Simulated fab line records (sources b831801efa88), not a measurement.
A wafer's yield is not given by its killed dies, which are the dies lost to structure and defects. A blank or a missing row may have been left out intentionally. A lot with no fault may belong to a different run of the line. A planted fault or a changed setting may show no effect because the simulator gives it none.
A lot that was struck, set against a sound lot :: flow sfq line :: 42 out of 325 route steps
Sound: the wafers L274.1, L274.2, L274.5. Wafers struck: L287.3, L287.5, L287.6. The cause is given at the end.
Each step with rows lists, per side, the tool, then ch with its chambers, then its first start. Under that, the readings that differ: sound wafers :: struck wafers :: difference of the means :: sigmas: that difference in standard deviations of wafers without a fault.
alike: words and numbers the same on both sides, and readings whose means are apart by under 2 such deviations; not compared: readings that were withheld, readings missing a value for some wafer, numbers with overlapping values and no deviation given by the record, and bounds like >300 which may hide the same value.
Wherever a step has rows on one side only, a row that says differs or no value, or a row with sigmas, the two part there. Numbers that don't overlap but have no deviation are shown without sigmas and don't part them. Lack of a reading on every wafer of one side parts them only where that side has two or more wafers.

first, 6 steps without rows for these wafers: SFQ_TRILAYER_L0_VIA_LITHO_COAT_018 (resist thk 62 nm); SFQ_TRILAYER_L0_VIA_LITHO_COAT_013 (resist thk 650 nm); SFQ_TRILAYER_L0_VIA_LITHO_SOFTBAKE_017; SFQ_TRILAYER_L0_VIA_LITHO_EXPOSE_014 (exposes mask L0V, target cd 700 nm); SFQ_TRILAYER_L0_VIA_LITHO_PEB_016 (peb time 60 s); SFQ_TRILAYER_L0_VIA_LITHO_DEVELOP_015 (time 60 s).
SFQ_L0V_OVL_MEAS_903:
  sound on overlay-02 at day 10 05:55; struck on overlay-02 at day 13 16:58
  alike: L0V_OVL
SFQ_TRILAYER_L0_VIA_BARC_OPEN_VIA_ETCH_021: etches BARC in O2, target depth 125 nm, time 41.7 s.
  sound on rie diel-03 ch 2,3, day 10 05:57; struck on rie diel-01 ch 0,2, day 13 17:00
  alike: drypump motor current A, oes product au
  not compared: rf hours counter h
SFQ_TRILAYER_L0_VIA_ETCH_VIA_ETCH_016: etches SiO2 in CHF3, stops on MoNx KI, target depth 80 nm.
  sound on rie diel-03 ch 2,3, day 10 05:59; struck on rie diel-01 ch 0,2, day 13 17:02
  alike: drypump motor current A, oes product au
then, 3 steps without rows for these wafers: SFQ_TRILAYER_L0_VIA_STRIP_STRIP_017 (strips in O2); SFQ_TRILAYER_L0_VIA_STRIP_SOLV_CLEAN_018 (cleans in NMP, time 600 s); SFQ_TRILAYER_M0_DEP_PRE_CLEAN_020 (time 15 s).
SFQ_TRILAYER_M0_DEP_SPUTTER_019: material Nb, target thk 200 nm, time 133.3 s.
  sound on pvd sputter-04 at day 10 06:50; struck on pvd sputter-04 at day 13 17:54
reading: model.Nb_of_TRILAYER_M0_DEP_SPUTTER_019.thk nm (nm)
sound: 202.2 201.8 200
struck: 136.1 137.7 137.3
difference: -64.3
sigmas: 
  alike: chamber pressure pa, throttle valve pct
SFQ_M0_RS_MEAS_904: measurement is done with a four-point probe.
  sound on film metro-03 at day 10 06:56; struck on film metro-03 at day 13 18:02
reading: M0_NB_RS (ohm/sq)
sound: 0.878 0.882 0.889
struck: 1.312 1.299 1.301
difference: +0.421
sigmas: +54
then, 6 steps without rows for these wafers: SFQ_TRILAYER_M0_LITHO_COAT_026 (resist thk 62 nm); SFQ_TRILAYER_M0_LITHO_COAT_021 (resist thk 600 nm); SFQ_TRILAYER_M0_LITHO_SOFTBAKE_025; SFQ_TRILAYER_M0_LITHO_EXPOSE_022 (exposes mask M0, target cd 500 nm); SFQ_TRILAYER_M0_LITHO_PEB_024 (peb time 60 s); SFQ_TRILAYER_M0_LITHO_DEVELOP_023 (time 60 s).
-- the record jumps here: 6 days lie between the struck wafers' starts before and after --
SFQ_M0_OVL_MEAS_906:
  sound on overlay-01 at day 15 00:17; struck on overlay-01 at day 19 10:28
  alike: M0_OVL
then, 1 step without rows for these wafers: SFQ_TRILAYER_M0_BARC_OPEN_METAL_ETCH_031 (etches BARC in O2, target depth 125 nm, time 41.7 s).
SFQ_TRILAYER_M0_ETCH_METAL_ETCH_024: etches Nb in Cl2/Ar, stops on SiO2, target depth 240 nm, time 120 s.
  sound on rie metal-02 ch 0,1, day 15 00:23; struck on rie metal-02 ch 0,1, day 19 10:35
reading: oes product au (a.u.)
sound: 0.896 0.900 0.895
struck: 0.718 0.734 0.732
difference: -0.169
sigmas: -28
  alike: drypump motor current A
  not compared: rf hours counter h
SFQ_TRILAYER_M0_STRIP_STRIP_025: strips in O2.
  sound on rie metal-02 ch 0,1, day 15 00:31; struck on rie metal-02 ch 0,1, day 19 10:52
  alike: drypump motor current A, oes product au
  not compared: rf hours counter h
then, 2 steps without rows for these wafers: SFQ_TRILAYER_M0_STRIP_SOLV_CLEAN_026 (cleans in NMP, time 600 s); SFQ_TRILAYER_I0_DEP_PECVD_027 (deposits SiO2 from SiH4/N2O, time 111.11 s, target thk 500 nm).
SFQ_TRILAYER_I0_CMP_CMP_028: polishes SiO2.
  sound on cmp-01 ch 0,1,2, day 15 02:28; struck on cmp-02 ch 0,1,2, day 19 12:31
  alike: edge zone pressure frac, motor current A, platen rpm, time to endpoint s
SFQ_I0_BOW_MEAS_907:
  sound on film metro-01 at day 15 04:58; struck on film metro-02 at day 19 14:34
  alike: I0_BOW
then, 7 steps without rows for these wafers: SFQ_TRILAYER_I0_METRO_MEASURE_029; SFQ_TRILAYER_I0_VIA_LITHO_COAT_036 (resist thk 62 nm); SFQ_TRILAYER_I0_VIA_LITHO_COAT_031 (resist thk 650 nm); SFQ_TRILAYER_I0_VIA_LITHO_SOFTBAKE_035; SFQ_TRILAYER_I0_VIA_LITHO_EXPOSE_032 (exposes mask I0, target cd 500 nm); SFQ_TRILAYER_I0_VIA_LITHO_PEB_034 (peb time 60 s); SFQ_TRILAYER_I0_VIA_LITHO_DEVELOP_033 (time 60 s).
-- the record jumps here: 6 days lie between the struck wafers' starts before and after --
SFQ_I0_OVL_MEAS_908:
  sound on overlay-02 at day 21 03:22; struck on overlay-01 at day 25 22:08
  alike: I0_OVL
then, 1 step without rows for these wafers: SFQ_TRILAYER_I0_VIA_BARC_OPEN_VIA_ETCH_046 (etches BARC in O2, target depth 125 nm, time 41.7 s).
SFQ_TRILAYER_I0_VIA_ETCH_VIA_ETCH_034: etches SiO2 in CHF3, stops on Nb, target depth 260 nm.
  sound on rie diel-02 ch 0,1, day 21 03:28; struck on rie diel-02 ch 0,1,3, day 25 22:12
  alike: drypump motor current A, oes product au
then, 3 steps without rows for these wafers: SFQ_TRILAYER_I0_VIA_STRIP_STRIP_035 (strips in O2); SFQ_TRILAYER_I0_VIA_STRIP_SOLV_CLEAN_036 (cleans in NMP, time 600 s); SFQ_TRILAYER_M1_DEP_PRE_CLEAN_038 (time 22.5 s).
-- the record jumps here: 62 days lie between the struck wafers' starts before and after --
SFQ_M8_BOW_MEAS_951:
  sound on film metro-01 at day 81 23:55; struck on film metro-01 at day 88 06:04
reading: model.etest.m0.ohm um
sound: 1.753 1.761 1.776
struck: 2.604 2.584 2.581
difference: +0.826
sigmas: 

reading: model.etest.i0.link ohm
sound: 1.942 1.929 1.932
struck: 2.377 2.365 2.388
difference: +0.442
sigmas: 

reading: model.etest.m0.ohm sq
sound: 0.8797 0.8813 0.8894
struck: 1.307 1.292 1.296
difference: +0.415
sigmas: 
  alike: M8_BOW

## WHERE THEY PART
Earliest at SFQ_M0_RS_MEAS_904; latest, in this record, at SFQ_TRILAYER_M0_ETCH_METAL_ETCH_024. Later steps at which nothing parts them and some readings are alike: SFQ_TRILAYER_M0_STRIP_STRIP_025, SFQ_TRILAYER_I0_CMP_CMP_028, SFQ_I0_BOW_MEAS_907, SFQ_I0_OVL_MEAS_908, SFQ_TRILAYER_I0_VIA_ETCH_VIA_ETCH_034, SFQ_M8_BOW_MEAS_951.

WHY: the cause the simulator had injected
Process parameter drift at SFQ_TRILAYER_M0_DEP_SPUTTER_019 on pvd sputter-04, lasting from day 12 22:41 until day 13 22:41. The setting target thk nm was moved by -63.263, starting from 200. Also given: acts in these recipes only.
